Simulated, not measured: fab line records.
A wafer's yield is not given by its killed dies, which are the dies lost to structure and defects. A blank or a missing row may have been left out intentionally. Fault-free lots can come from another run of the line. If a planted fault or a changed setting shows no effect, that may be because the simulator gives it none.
fab line records	flow sky130
record: lots: 12	wafers: 36	last-day: 50
route steps=708 shown LDD_HVN@277 POLY_CUT@319 RES_XHIGH@339 SD_N@356 PAD_OPEN@708
lots that met no fault: taken from a fault-free run of the same line
start-h: the number of hours between the record's first day and the start of the first shown wafer of the lot	wait-h: time in hours since the lot's previous step	" unchanged from the row above	L1.1+2: several wafers, shown together as one row	- either no value or no given start	* or withheld: withheld	< > ~ a bound
route shown NAME@n: NAME is a module with steps in the file, n the number in the route of the first one	usual: mean/standard deviation of fault-free wafers	same: alike in all rows	chamber/n: place in a boat	sites: each site's reading	_std_site: the values' standard deviation	_edge_site: the outer-site mean with the inner-site mean subtracted	radius-mm: for every site, how far away it sits from the centre of the wafer	mask NAME#n: copy n	behind: tool/chamber where the wafer was last shaped	hold: the reason the lot was held/the length of the hold in hours/how it ended	device: which transistor (n, p or np) failed to switch	end of line: tests of these same wafers at the route's end	a step given without rows: its recipe and nothing more	killed: not the wafer's yield, but the dies lost to structure and defects at the first sort	map: shows each die of a wafer: x if killed, . if not, _ if none is there
set.NAME: setting as actually run; set.NAME@STEP: the setting as run at that earlier step	model.NAME: the simulator's own value behind a step, which no gauge read
route steps across a sampled set of lots; one table per step, one row per wafer
services: from which hour (start-h, from the record's first day; less than 0 if before it) a tool's chamber was out of use, for how many hours, and why
== steps ==
step: SKY_LDD_HVN_TW_MEAS_10
usual: LDD_HVN_TW: 1446/11
lot.wafer	tool	chamber	start-h	wait-h	LDD_HVN_TW
L639.1	film-metro-02	-	459.16	0.1	1448
L639.2	"	-	"	"	1448
L639.6	"	-	"	"	1445
L642.2	film-metro-04	-	492.37	0.1	1456
L642.3	"	-	"	"	1438
L642.6	"	-	"	"	1442
L647.1	film-metro-03	-	540.01	0.1	1430
L647.3	"	-	"	"	1427
L647.4	"	-	"	"	1430
L648.2	film-metro-04	-	552.77	0.1	1447
L648.4	"	-	"	"	1448
L648.5	"	-	"	"	1454
L649.4	film-metro-02	-	559.99	0.1	1449
L649.5	"	-	"	"	1456
L649.6	"	-	"	"	1456
L650.1	film-metro-03	-	568.01	0.1	1427
L650.3	"	-	"	"	1426
L650.4	"	-	"	"	1430
L651.1	film-metro-02	-	569.35	0.1	1449
L651.3	"	-	"	"	1451
L651.6	"	-	"	"	1453
L653.1	film-metro-04	-	586.56	0.1	1449
L653.3	"	-	"	"	1464
L653.4	"	-	"	"	1452
L654.1	film-metro-03	-	596.10	0.1	1432
L654.2	"	-	"	"	1433
L654.6	"	-	"	"	1436
L657.4	film-metro-02	-	614.19	0.1	1456
L657.5	"	-	"	"	1463
L657.6	"	-	"	"	1463
L661.2	film-metro-02	-	649.81	0.1	1459
L661.4	"	-	"	"	1455
L661.6	"	-	"	"	1456
L662.2	film-metro-03	-	656.72	0.1	1449
L662.4	"	-	"	"	1438
L662.5	"	-	"	"	1448
step: SKY_POLY_CUT_STRIP_12
recipe: chemistry: O2/N2	power-w: 1400	pressure-mtorr: 1500	platen-temp-c: withheld	o2-flow-sccm: 3000	n2-flow-sccm: 300	overash-fraction: 0.5
usual: drypump-motor-current-A: 5.85/0.097	oes-product-au: 0.452/0.0049	strip-time-to-endpoint-s: 5.357/0.021
lot.wafer	tool	chamber	start-h	wait-h	drypump-motor-current-A	oes-product-au	rf-hours-counter-h	strip-time-to-endpoint-s
L639.1	plasma-asher-01	1	551.58	0.0	5.94	0.446	82	5.330
L639.2	"	0	"	"	5.87	0.456	82	5.364
L639.6	"	0	"	"	5.85	0.453	-	5.355
L642.2	plasma-asher-01	1	584.62	0.0	5.95	0.458	85	5.389
L642.3	"	0	"	"	5.85	0.453	-	5.378
L642.6	"	0	"	"	5.86	0.454	-	5.370
L647.1	plasma-asher-04	1	630.61	0.0	6.01	0.461	21	5.375
L647.3	"	0	"	"	5.85	0.448	-	5.374
L647.4	"	1	"	"	6.02	0.460	-	5.353
L648.2	plasma-asher-04	0	642.77	0.0	5.83	0.455	22	5.401
L648.4	"	0	"	"	5.76	0.456	-	5.375
L648.5	"	1	"	"	6.02	0.448	-	5.368
L649.4	plasma-asher-01	0	649.49	0.1	5.85	0.444	-	5.340
L649.5	"	1	"	"	5.92	0.457	-	5.355
L649.6	"	0	"	"	5.83	0.456	-	5.344
L650.1	plasma-asher-01	0	658.26	0.0	5.86	0.461	92	5.326
L650.3	"	0	"	"	5.86	0.453	-	5.348
L650.4	"	1	"	"	5.94	0.453	-	5.340
L651.1	plasma-asher-04	0	658.61	0.0	5.75	0.451	24	5.341
L651.3	"	0	"	"	5.76	0.461	-	5.350
L651.6	"	0	"	"	5.78	0.449	-	5.327
L653.1	plasma-asher-02	1	675.82	0.0	5.78	0.454	57	5.379
L653.3	"	0	"	"	5.72	0.452	-	5.378
L653.4	"	1	"	"	5.78	0.455	-	5.361
L654.1	plasma-asher-01	1	685.76	0.0	5.93	0.456	95	5.363
L654.2	"	0	"	"	5.84	0.457	95	5.376
L654.6	"	0	"	"	5.84	0.451	-	5.384
L657.4	plasma-asher-04	1	700.94	0.1	6.00	0.453	-	5.385
L657.5	"	1	"	"	6.00	0.455	-	5.365
L657.6	"	0	"	"	5.78	0.457	-	5.370
L661.2	plasma-asher-02	0	737.16	0.0	5.72	0.453	63	5.359
L661.4	"	0	"	"	5.73	0.452	-	5.339
L661.6	"	0	"	"	5.72	0.449	-	5.364
L662.2	plasma-asher-02	0	743.81	0.0	5.72	0.447	64	5.320
L662.4	"	0	"	"	5.71	0.445	-	5.335
L662.5	"	0	"	"	5.74	0.449	-	5.350
step: SKY_RES_XHIGH_IMPLANT_07
recipe: species: BF2	energy-kev: 20	dose-cm2: 3.6e+14	tilt-deg: 0
usual: beam-energy-keV: 19.999/0.0064	dose-ions-cm2: 3.6e+14/3.7e+11
lot.wafer	tool	chamber	start-h	wait-h	beam-energy-keV	dose-ions-cm2
L639.1	implanter-02	0	610.63	0.1	19.996	3.603e+14
L639.2	"	0	"	"	20.010	3.595e+14
L639.6	"	0	"	"	20.008	3.601e+14
L642.2	implanter-02	0	640.80	0.1	19.997	3.597e+14
L642.3	"	0	"	"	19.990	3.598e+14
L642.6	"	0	"	"	19.994	3.599e+14
L647.1	implanter-02	0	687.37	0.1	20.000	3.603e+14
L647.3	"	0	"	"	19.998	3.603e+14
L647.4	"	0	"	"	20.002	3.605e+14
L648.2	implanter-03	0	698.65	0.1	19.992	3.595e+14
L648.4	"	0	"	"	19.997	3.601e+14
L648.5	"	0	"	"	20.002	3.595e+14
L649.4	implanter-03	0	706.05	0.1	20.000	3.597e+14
L649.5	"	0	"	"	20.005	3.599e+14
L649.6	"	0	"	"	20.002	3.604e+14
L650.1	implanter-03	0	715.58	0.1	20.008	3.809e+14
L650.3	"	0	"	"	20.001	3.809e+14
L650.4	"	0	"	"	19.998	3.807e+14
L651.1	implanter-02	0	715.61	0.2	20.004	3.595e+14
L651.3	"	0	"	"	20.009	3.6e+14
L651.6	"	0	"	"	20.006	3.595e+14
L653.1	implanter-03	0	732.03	0.1	20.002	3.801e+14
L653.3	"	0	"	"	20.003	3.803e+14
L653.4	"	0	"	"	19.997	3.798e+14
L654.1	implanter-02	0	742.07	0.1	20.004	3.594e+14
L654.2	"	0	"	"	19.997	3.605e+14
L654.6	"	0	"	"	19.997	3.603e+14
L657.4	implanter-01	0	755.30	0.1	19.982	3.601e+14
L657.5	"	0	"	"	19.994	3.601e+14
L657.6	"	0	"	"	19.989	3.597e+14
L661.2	implanter-03	0	791.19	0.1	20.005	3.6e+14
L661.4	"	0	"	"	20.007	3.604e+14
L661.6	"	0	"	"	20.007	3.602e+14
L662.2	implanter-02	0	797.44	0.1	19.991	3.605e+14
L662.4	"	0	"	"	20.000	3.601e+14
L662.5	"	0	"	"	19.996	3.592e+14
step: SKY_SD_N_RTA_14
recipe: temp-c: 1075	time-s: 2	idle-temp-c: 650	ramp-up-c-per-s: 150	ramp-down-c-per-s: 90	ambient: N2
usual: lamp-power-pct: 15.73/0.054	ramp-down-c-per-s: 90.001/0.015	wafer_temp_C_max: 1078.1/1.3
lot.wafer	tool	chamber	start-h	wait-h	lamp-power-pct	ramp-down-c-per-s	wafer_temp_C_max
L639.1	rtp-anneal-01	0	639.49	0.0	15.65	89.991	1077.1
L639.2	"	0	"	"	15.75	90.017	1077.8
L639.6	"	0	"	"	15.68	89.991	1077.5
L642.2	rtp-anneal-02	0	669.85	0.0	15.71	90.013	1079.3
L642.3	"	0	"	"	15.68	90.016	1077.3
L642.6	"	0	"	"	15.79	90.010	1075.9
L647.1	rtp-anneal-01	0	715.79	0.0	15.75	89.977	1079.3
L647.3	"	0	"	"	15.69	90.019	1079.9
L647.4	"	0	"	"	15.76	89.983	1077.2
L648.2	rtp-anneal-02	0	727.46	0.0	15.64	89.995	1077.7
L648.4	"	0	"	"	15.82	90.017	1077.8
L648.5	"	0	"	"	15.70	89.999	1078.9
L649.4	rtp-anneal-01	0	734.23	0.0	15.67	90.013	1077.2
L649.5	"	0	"	"	15.68	90.029	1075.9
L649.6	"	0	"	"	15.76	90.022	1077.1
L650.1	rtp-anneal-02	0	744.14	0.0	15.81	89.985	1077.9
L650.3	"	0	"	"	15.73	89.980	1080.3
L650.4	"	0	"	"	15.63	90.000	1079.5
L651.1	rtp-anneal-01	0	744.54	0.0	15.72	90.004	1077.2
L651.3	"	0	"	"	15.72	90.030	1077.8
L651.6	"	0	"	"	15.80	89.989	1079.3
L653.1	rtp-anneal-02	0	759.89	0.0	15.75	89.991	1078.5
L653.3	"	0	"	"	15.73	89.999	1077.1
L653.4	"	0	"	"	15.73	89.989	1078.2
L654.1	rtp-anneal-01	0	769.64	0.0	15.89	89.991	1076.2
L654.2	"	0	"	"	15.66	89.978	1077.5
L654.6	"	0	"	"	15.71	89.996	1077.8
L657.4	rtp-anneal-01	0	783.27	0.0	15.80	90.002	1077.0
L657.5	"	0	"	"	15.83	90.003	1076.4
L657.6	"	0	"	"	15.78	89.969	1078.2
L661.2	rtp-anneal-01	0	817.55	0.0	15.65	89.968	1076.8
L661.4	"	0	"	"	15.64	90.009	1076.6
L661.6	"	0	"	"	15.72	90.011	1077.6
L662.2	rtp-anneal-02	0	824.05	0.0	15.75	90.009	1077.6
L662.4	"	0	"	"	15.67	90.008	1078.3
L662.5	"	0	"	"	15.74	90.005	1077.6
step: SKY_SD_N_RS_MEAS_18
recipe: thk-meas-gauge: four-point-probe
usual: RES_XHIGH_RS: 332.9/1.5
lot.wafer	tool	chamber	start-h	wait-h	RES_XHIGH_RS[ohm/sq]
L639.1	film-metro-04	-	639.91	0.1	332.2
L639.2	"	-	"	"	331.7
L639.6	"	-	"	"	330.8
L642.2	film-metro-03	-	670.27	0.1	334.7
L642.3	"	-	"	"	334.6
L642.6	"	-	"	"	334.7
L647.1	film-metro-04	-	716.25	0.1	334.0
L647.3	"	-	"	"	334.6
L647.4	"	-	"	"	334.4
L648.2	film-metro-03	-	727.88	0.1	331.0
L648.4	"	-	"	"	331.2
L648.5	"	-	"	"	329.9
L649.4	film-metro-04	-	734.68	0.1	331.4
L649.5	"	-	"	"	333.0
L649.6	"	-	"	"	332.7
L650.1	film-metro-03	-	744.60	0.1	317.9
L650.3	"	-	"	"	316.7
L650.4	"	-	"	"	316.2
L651.1	film-metro-02	-	744.95	0.1	333.4
L651.3	"	-	"	"	335.0
L651.6	"	-	"	"	335.9
L653.1	film-metro-04	-	760.30	0.1	318.1
L653.3	"	-	"	"	317.9
L653.4	"	-	"	"	318.1
L654.1	film-metro-03	-	770.06	0.1	332.8
L654.2	"	-	"	"	331.5
L654.6	"	-	"	"	331.1
L657.4	film-metro-02	-	783.71	0.1	335.9
L657.5	"	-	"	"	335.4
L657.6	"	-	"	"	334.8
L661.2	film-metro-04	-	817.98	0.1	332.2
L661.4	"	-	"	"	332.5
L661.6	"	-	"	"	331.5
L662.2	film-metro-03	-	824.48	0.1	332.5
L662.4	"	-	"	"	330.9
L662.5	"	-	"	"	331.8
step: SKY_PAD_OPEN_PROBE_99
usual: killed_at_M0_to_M3: 44/7.7	killed_at_M4_up: 3.2/1.7	killed-at-contacts: 24/5.3	killed-at-front-end: 15/4.3	killed-at-other: 0.3/0.57	killed-dies: 87/11	killed-open: 47/7.4	killed-short: 40/6.5
same: gross-dies: 492	killed-at-back-side: 0
lot.wafer	tool	chamber	start-h	wait-h	killed_at_M0_to_M3	killed_at_M4_up	killed-at-contacts	killed-at-front-end	killed-at-other	killed-dies	killed-open	killed-short
L642.2	prober-01	-	1091.25	0.1	39	1	29	6	1	76	41	35
L642.3	prober-01	-	1091.30	0.2	39	4	29	20	1	93	45	48
L642.6	prober-01	-	1091.45	0.2	58	6	25	18	0	107	57	50
killed by level:class
L642.2 CONTACT:geometric-particle:open=9 LI_CONTACT:geometric-particle:open=8 VIA1:geometric-particle:open=8 METAL2:geometric-particle:short=7 VIA2:geometric-particle:open=6 CONTACT:geometric-particle:short=5 VIA2:geometric-particle:short=5 LOCAL_INTERCONNECT:geometric-particle:short=4
L642.3 LI_CONTACT:geometric-particle:open=7 CONTACT:geometric-particle:open=7 CONTACT:geometric-particle:short=7 FIELD_ISO:geometric-particle:open=6 VIA1:geometric-particle:short=6 METAL2:geometric-particle:short=6 METAL3:geometric-particle:short=6 FIELD_ISO:geometric-particle:short=5
L642.6 VIA1:geometric-particle:open=12 CONTACT:geometric-particle:open=11 METAL1:geometric-particle:short=9 METAL2:geometric-particle:short=8 VIA2:geometric-particle:open=8 LI_CONTACT:geometric-particle:open=7 VIA1:geometric-particle:short=6 FIELD_ISO:geometric-particle:open=5
== services ==
tool	chamber	start-h	hours	kind
implanter-01	-	554.89	1.2	repair
implanter-03	-	558.63	2.3	repair
plasma-asher-02	-	567.58	1.8	repair
rtp-anneal-01	-	569.71	3.7	pm
implanter-03	-	577.71	1.3	repair
plasma-asher-01	-	597.15	1.4	repair
implanter-01	-	603.71	2.9	pm
implanter-01	-	644.56	0.8	repair
implanter-02	-	690.89	5.2	repair
implanter-03	-	693.70	1.4	repair
plasma-asher-01	-	733.75	9.0	pm
plasma-asher-01	0	733.75	9.0	vent-cycle
plasma-asher-01	1	733.75	9.0	vent-cycle
plasma-asher-01	0	742.75	-	clean
plasma-asher-01	1	742.75	-	clean
implanter-01	-	761.63	3.5	repair
implanter-02	-	805.63	2.3	repair
implanter-01	-	805.91	14.4	repair
== key ==
first-sign: step: SKY_RES_XHIGH_IMPLANT_07	reading: dose-ions-cm2	direction: up	sigmas: 56	usual: *	struck: *
effect: step: SKY_SD_N_RS_MEAS_18	reading: RES_XHIGH_RS	direction: down	sigmas: 10	usual: 332.9	struck: 317.5
met-at SKY_RES_XHIGH_IMPLANT_07
struck-lots L650,L653
tester-left-out L650,L653
not-acting-at SKY_LDD_HVN_TW_MEAS_10,SKY_POLY_CUT_STRIP_12,SKY_SD_N_RTA_14
onset-between 706.05 715.58
fault: kind: process-parameter-drift	tool: implanter-03	chamber: -	onset-h: 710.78	steps: SKY_RES_XHIGH_IMPLANT_07	channel: dose-cm2	offset: *	shape: step	end-h: 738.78	acts-in: *	stated: *
tester-left-out: of these lots the tester's yield and bins aren't shown, on N5 and GAA mostly nor the transistor test; their killed dies are dies lost to structure and defects alone, not to doping, threshold or leakage, so they don't give the yield
